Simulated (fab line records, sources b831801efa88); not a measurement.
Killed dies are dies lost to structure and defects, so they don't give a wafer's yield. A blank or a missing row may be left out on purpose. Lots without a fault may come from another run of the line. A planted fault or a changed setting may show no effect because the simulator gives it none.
Which tool did it? | flow gf180mcu | 11 lots, 33 wafers sampled, at 6 steps of a route of 602

WHAT THE GAUGES READ, wafer by wafer
GF_STI_THK_MEAS_04. Usual: STI_CVD_03_THK 207.8 nm, standard deviation 1.8.
lot  | measured    | on            | STI_CVD_03_THK (nm) | flag
L265 | day 1 14:22 | film_metro-02 | 207.3 208.0 207.2   |
L268 | day 2 04:34 | film_metro-03 | 206.1 206.3 206.8   |
L269 | day 2 09:34 | film_metro-03 | 208.6 206.9 208.3   |
L271 | day 2 19:34 | film_metro-03 | 210.8 212.3 212.0   |
L272 | day 3 00:34 | film_metro-03 | 206.2 205.6 205.3   |
L274 | day 3 12:24 | film_metro-01 | 208.1 207.4 208.3   |
L275 | day 3 15:34 | film_metro-01 | 208.3 208.1 207.7   |
L277 | day 4 02:34 | film_metro-01 | 208.7 207.7 208.7   |
L280 | day 4 20:08 | film_metro-02 | 208.0 208.2 206.9   |
L282 | day 5 02:34 | film_metro-03 | 209.3 211.3 210.0   |
L288 | day 6 09:03 | film_metro-02 | 210.3 210.2 211.1   |

GF_DNWELL_TW_MEAS_09. Usual: DNWELL_TW 1346, standard deviation 8.5.
lot  | measured    | on            | DNWELL_TW      | flag
L265 | day 2 19:16 | film_metro-04 | 1335 1338 1339 |
L268 | day 3 09:59 | film_metro-04 | 1360 1356 1355 |
L269 | day 3 15:55 | film_metro-01 | 1348 1341 1348 |
L271 | day 4 01:33 | film_metro-04 | 1354 1358 1350 |
L272 | day 4 07:10 | film_metro-03 | 1340 1333 1339 |
L274 | day 4 19:04 | film_metro-01 | 1356 1364 1362 |
L275 | day 4 22:16 | film_metro-04 | 1360 1357 1364 |
L277 | day 5 09:53 | film_metro-04 | 1359 1358 1348 |
L280 | day 6 05:15 | film_metro-04 | 1346 1354 1354 |
L282 | day 6 13:16 | film_metro-03 | 1342 1342 1336 |
L288 | day 7 19:55 | film_metro-01 | 1336 1350 1339 |

GF_POLY_GATE_THK_MEAS_01. Usual: POLY_GATE_CVD_00_THK 200.8 nm, standard deviation 1.8.
lot  | measured     | on            | POLY_GATE_CVD_00_THK (nm)           | flag
L265 | day 8 10:02  | film_metro-04 | 198.6 199.7 200.8                   |
L268 | day 9 04:02  | film_metro-01 | 199.8 201.8 201.5                   |
L269 | day 9 14:52  | film_metro-01 | 200.5 200.3 198.8                   |
L271 | day 10 03:13 | film_metro-04 | 202.3 201.4 201.0                   |
L272 | day 10 08:55 | film_metro-04 | 199.8 200.6 198.8                   |
L274 | day 11 01:17 | film_metro-03 | 199.4 199.8 198.3                   |
L275 | day 11 05:05 | film_metro-01 | 197.6 197.6 197.9                   |
L277 | day 11 19:25 | film_metro-03 | 203.7 201.2 203.8                   |
L280 | day 13 03:13 | film_metro-03 | 147.7 147.1 146.1 147.8 147.1 146.0 | OFF
L282 | day 13 13:40 | film_metro-01 | 146.2 145.9 146.7 146.2 145.7 146.7 | OFF
L288 | day 15 00:55 | film_metro-01 | 200.9 199.8 202.4                   |

GF_POLY_GATE_THK_MEAS_17. Usual: POLY_GATE_OXIDATION_THK 3.98 nm, standard deviation 0.085.
lot  | measured     | on            | POLY_GATE_OXIDATION_THK (nm) | flag
L265 | day 9 03:59  | film_metro-04 | 3.90 3.96 3.91               |
L268 | day 9 22:23  | film_metro-03 | 3.91 3.94 3.86               |
L269 | day 10 10:16 | film_metro-01 | 4.02 3.98 4.01               |
L271 | day 10 23:22 | film_metro-04 | 3.88 3.96 3.96               |
L272 | day 11 04:44 | film_metro-01 | 4.04 4.06 3.93               |
L274 | day 11 21:19 | film_metro-01 | 4.03 4.05 3.94               |
L275 | day 12 01:51 | film_metro-03 | 3.93 3.92 3.90               |
L277 | day 12 18:59 | film_metro-01 | 4.04 4.06 4.06               |
L280 | day 14 02:13 | film_metro-01 | 3.78 3.83 3.79               |
L282 | day 14 12:07 | film_metro-04 | 4.05 4.11 4.03               |
L288 | day 16 00:44 | film_metro-03 | 3.91 3.94 3.90               |

WHICH TOOL RAN EACH LOT (tool, then ch and the chambers of the sampled wafers, then the start)
lot  | GF_POLY_GATE_CVD_00         | GF_POLY_GATE_ETCH_13
L265 | lpcvd-02 ch 0, day 8 08:01  | rie_si-01 ch 0,3, day 9 02:31
L268 | lpcvd-01 ch 0, day 9 02:41  | rie_si-02 ch 0,3, day 9 20:55
L269 | lpcvd-01 ch 0, day 9 13:31  | rie_si-01 ch 0,3, day 10 08:49
L271 | lpcvd-01 ch 1, day 10 01:53 | rie_si-01 ch 0,2,3, day 10 21:37
L272 | lpcvd-01 ch 0, day 10 07:35 | rie_si-01 ch 0,1,3, day 11 03:13
L274 | lpcvd-02 ch 1, day 10 23:58 | rie_si-02 ch 0,1,3, day 11 19:52
L275 | lpcvd-02 ch 0, day 11 03:44 | rie_si-02 ch 0,2, day 12 00:23
L277 | lpcvd-01 ch 0, day 11 18:04 | rie_si-01 ch 0,1,2, day 12 14:44
L280 | lpcvd-01 ch 0, day 13 01:53 | rie_si-01 ch 0,3, day 13 23:53
L282 | lpcvd-01 ch 0, day 13 12:19 | rie_si-02 ch 0,3, day 14 10:32
L288 | lpcvd-02 ch 1, day 14 23:34 | rie_si-01 ch 0,2, day 15 22:42
- GF_POLY_GATE_CVD_00: deposits poly-Si, target thk 200 nm, time 1200 s.
- GF_POLY_GATE_ETCH_13: etches poly-Si in HBr/Cl2, stops on SiO2, target depth 198.5 nm, time 69.6 s.

WHAT THE TOOLS THEMSELVES READ (means of the sampled wafers that have a number; where no wafer has one, the mark that the record gives instead)
GF_POLY_GATE_CVD_00. Usual: spike_tc_bottom_C 640.4 C, standard deviation 2.6; spike_tc_centre_C 620.4 C, standard deviation 1.1; spike_tc_lower_C 619.8 C, standard deviation 1.2; spike_tc_top_C 636.7 C, standard deviation 1.8; spike_tc_upper_C 619.0 C, standard deviation 1.6; susceptor_temp_C 619.96 C, standard deviation 0.28; zone_power_upper_pct 8.8 %, standard deviation 0.99.
lot  | tool     | spike_tc_bottom_C (C) | spike_tc_centre_C (C) | spike_tc_lower_C (C) | spike_tc_top_C (C) | spike_tc_upper_C (C) | susceptor_temp_C (C) | zone_power_upper_pct (%) | flag
L265 | lpcvd-02 | 639.3                 | 620.8                 | 621.7                | 636.4              | 618.6                | 620.06               | 8.1                      |
L268 | lpcvd-01 | 639.8                 | 619.8                 | 618.2                | 635.0              | 618.9                | 619.75               | 8.0                      |
L269 | lpcvd-01 | 638.0                 | 619.5                 | 619.0                | 635.7              | 619.0                | 619.83               | 8.0                      |
L271 | lpcvd-01 | 643.5                 | 619.6                 | 619.5                | 638.7              | 617.7                | 619.67               | 10.2                     |
L272 | lpcvd-01 | 637.2                 | 619.6                 | 619.5                | 636.5              | 620.2                | 620.18               | 7.9                      |
L274 | lpcvd-02 | 639.0                 | 622.4                 | 620.1                | 637.5              | 621.5                | 620.00               | 8.9                      |
L275 | lpcvd-02 | 639.5                 | 620.9                 | 619.5                | 635.3              | 618.5                | 620.15               | 8.1                      |
L277 | lpcvd-01 | 639.2                 | 619.6                 | 618.6                | 635.8              | 620.0                | 619.77               | 7.9                      |
L280 | lpcvd-01 | 624.1                 | 605.8                 | 606.2                | 622.8              | 606.5                | 606.69               | 7.6                      | OFF
L282 | lpcvd-01 | 624.7                 | 606.4                 | 606.5                | 621.7              | 607.7                | 606.52               | 7.6                      | OFF
L288 | lpcvd-02 | 640.1                 | 620.8                 | 619.4                | 637.5              | 621.3                | 619.85               | 9.0                      |

GF_POLY_GATE_ETCH_13. Usual: HBr_flow_sccm 150.0 sccm, standard deviation 0.47; drypump_motor_current_A 5.7 A, standard deviation 0.33; oes_product_au 0.990 a.u., standard deviation 0.0098; throttle_valve_pct 33.683 %, standard deviation 0.0097.
lot  | tool      | HBr_flow_sccm (sccm) | drypump_motor_current_A (A) | oes_product_au (a.u.) | throttle_valve_pct (%) | flag
L265 | rie_si-01 | 149.8                | 5.3                         | 0.991                 | 33.688                 |
L268 | rie_si-02 | 150.3                | 5.8                         | 0.988                 | 33.688                 |
L269 | rie_si-01 | 149.9                | 5.5                         | 0.997                 | 33.689                 |
L271 | rie_si-01 | 149.8                | 5.4                         | 0.994                 | 33.690                 |
L272 | rie_si-01 | 149.9                | 5.6                         | 0.995                 | 33.683                 |
L274 | rie_si-02 | 149.8                | 6.0                         | 0.982                 | 33.682                 |
L275 | rie_si-02 | 150.1                | 6.0                         | 0.978                 | 33.680                 |
L277 | rie_si-01 | 150.2                | 5.5                         | 1.002                 | 33.680                 |
L280 | rie_si-01 | 149.8                | 5.3                         | 0.808                 | 33.693                 | OFF
L282 | rie_si-02 | 149.7                | 5.8                         | 0.807                 | 33.685                 | OFF
L288 | rie_si-01 | 150.0                | 5.3                         | 0.992                 | 33.691                 |

THE ANSWER, worked out from the rows above alone
Rule: a lot is off if the mean of its wafers that have a number lies more than 3 standard deviations from the usual mean. A lot without any number at a reading at which 4 lots or more have one is off too. The other lots that the step has rows for count as sound. The gauges are gone through in route order, then the tools' own readings, and for those a lot's mean is taken as printed above. The first step at which some lot is off is used, and at that step the reading that is off furthest; a lot without a number counts as furthest.
Off: L280, L282, at GF_POLY_GATE_THK_MEAS_01 (POLY_GATE_CVD_00_THK).
A tool fits if, at a process step before that reading, it ran every lot that is off, and no sound lot after the first of them. The gauges at GF_POLY_GATE_THK_MEAS_01 aren't tried: what is off there is off at GF_POLY_GATE_CVD_00 too, on other tools, and a gauge's error can't cause that. One fits: lpcvd-01 at GF_POLY_GATE_CVD_00. Its last sound lot is L277 (day 11 18:04), its first lot that is off L280 (day 13 01:53): a fault that began between those two fits.
The tool's own readings at GF_POLY_GATE_CVD_00 bear it out: on the lots that are off they differ by more than 5 times the standard deviation of the sound lots' means. spike_tc_bottom_C reads 624.4 C there against 639.5 C on the sound lots; spike_tc_centre_C reads 606.1 C there against 620.3 C on the sound lots; spike_tc_lower_C reads 606.4 C there against 619.5 C on the sound lots; spike_tc_top_C reads 622.2 C there against 636.5 C on the sound lots; spike_tc_upper_C reads 607.1 C there against 619.5 C on the sound lots; susceptor_temp_C reads 606.61 C there against 619.92 C on the sound lots.

WHAT THE SIMULATOR HAD PUT IN
Process parameter drift: lpcvd-01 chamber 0, from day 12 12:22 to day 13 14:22, at GF_POLY_GATE_CVD_00. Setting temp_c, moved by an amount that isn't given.
Lots struck among those shown: L280, L282. The rule above found the same.
